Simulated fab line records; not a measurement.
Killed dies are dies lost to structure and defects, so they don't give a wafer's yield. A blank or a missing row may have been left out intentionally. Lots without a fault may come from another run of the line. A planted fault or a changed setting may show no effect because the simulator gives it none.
What tool caused it? -- flow sky130 -- 15 lots with 45 wafers sampled at 3 steps, on a route of 708 steps

## WHAT THE GAUGES SHOWED, per wafer
SKY_METAL3_CD_MEAS_13: the cd target is 300 nm. Usual: cd_nm at 299.9 nm, with a standard deviation of 1.2.
lot,measured,on,cd_nm (nm),flag
L697,day 38 07:20,cd_sem-01,298.6 298.7 298.8,
L696,day 38 08:34,cd_sem-01,301.2 300.6 301.0,
L699,day 39 22:58,cd_sem-01,300.0 299.1 300.9,
L701,day 43 02:04,cd_sem-02,301.1 299.5 298.7,
L703,day 43 03:25,cd_sem-01,300.3 300.7 298.7,
L707,day 43 03:48,cd_sem-02,302.7 301.5 302.6,
L706,day 43 04:08,cd_sem-01,299.9 298.8 301.3,
L710,day 43 06:59,cd_sem-02,298.6 298.9 299.6,
L711,day 43 10:13,cd_sem-02,299.0 299.5 299.4,
L712,day 43 10:21,cd_sem-01,299.1 298.2 300.4,
L713,day 43 10:34,cd_sem-01,298.6 299.6 299.2,
L714,day 43 11:51,cd_sem-02,299.6 301.8 301.0,
L715,day 43 19:13,cd_sem-02,301.1 300.2 302.0,
L716,day 43 21:22,cd_sem-01,300.7 301.5 300.6,
L719,day 44 21:36,cd_sem-01,298.3 299.0 298.5,

SKY_METAL3_OVL_MEAS_14. Usual: for METAL3_OVL the level is 2 nm and the standard deviation is 4.9.
lot,measured,on,METAL3_OVL (nm),flag
L697,day 38 07:26,overlay-02,0 4 3,
L696,day 38 08:41,overlay-01,-1 -2 4,
L699,day 39 23:05,overlay-01,5 5 9,
L701,day 43 02:11,overlay-01,3 0 3,
L703,day 43 03:32,overlay-02,10 5 9,
L707,day 43 03:53,overlay-01,-2 4 9,
L706,day 43 04:14,overlay-02,1 5 1,
L710,day 43 07:05,overlay-01,10 10 7,
L711,day 43 10:20,overlay-01,-1 -2 2,
L712,day 43 10:28,overlay-02,0 -1 0,
L713,day 43 10:41,overlay-02,-2 -4 -4,
L714,day 43 11:58,overlay-01,3 5 0,
L715,day 43 19:20,overlay-01,4 14 7,
L716,day 43 21:29,overlay-02,11 13 14,
L719,day 44 21:41,overlay-01,-8 -8 -11,

SKY_CAP2M_RS_MEAS_03: measures by four-point-probe. Usual: for CAP2M_TIN_RS the level is 6.87 ohm/sq and the standard deviation is 0.11.
lot,measured,on,CAP2M_TIN_RS (ohm/sq),flag
L697,day 39 10:14,film_metro-01,6.92 6.85 6.92,
L696,day 39 12:10,film_metro-01,6.86 7.00 6.95,
L699,day 41 04:25,film_metro-04,6.95 6.73 6.77,
L701,day 44 04:31,film_metro-02,6.75 6.76 6.73,
L703,day 44 06:05,film_metro-01,6.86 6.74 6.86,
L707,day 44 06:18,film_metro-01,7.00 6.98 6.97,
L706,day 44 06:24,film_metro-04,7.01 6.99 6.86,
L710,day 44 09:36,film_metro-04,7.02 6.76 6.79,
L711,day 44 13:07,film_metro-02,6.72 6.86 6.70,
L712,day 44 12:28,film_metro-01,7.00 6.97 6.93,
L713,day 44 12:48,film_metro-01,6.89 6.91 6.90,
L714,day 44 14:39,film_metro-01,6.94 6.87 6.88,
L715,day 44 21:02,film_metro-02,7.06 6.84 7.11,
L716,day 44 22:36,film_metro-02,6.72 6.98 6.67,
L719,day 45 22:16,film_metro-01,6.83 7.08 6.83,

## WHAT TOOL EACH LOT RAN ON (gives the tool, then ch and the chambers of the sampled wafers, and finally the start)
No process step before these readings appears in the record.

## AS READ BY THE TOOLS THEMSELVES (means over the sampled wafers that have a number; for cases with no such wafer, the mark the record gives instead)
The record holds no such reading with a usual standard deviation.

## THE ANSWER, worked out from the rows above alone
Rule: a lot is off if the mean of its wafers that have a number lies more than 3 standard deviations from the usual mean. Also off: a lot with no number at a reading for which 4 or more lots have one. All remaining lots with rows at the step are treated as sound. The gauges are gone through in route order, then the tools' own readings, and for those a lot's mean is taken as printed above. The first step at which some lot is off is used, and at that step the reading that is off furthest; a lot without a number counts as furthest.
Nothing can be told from this: no lot is off at any reading shown.

## WHAT WAS PUT IN BY THE SIMULATOR
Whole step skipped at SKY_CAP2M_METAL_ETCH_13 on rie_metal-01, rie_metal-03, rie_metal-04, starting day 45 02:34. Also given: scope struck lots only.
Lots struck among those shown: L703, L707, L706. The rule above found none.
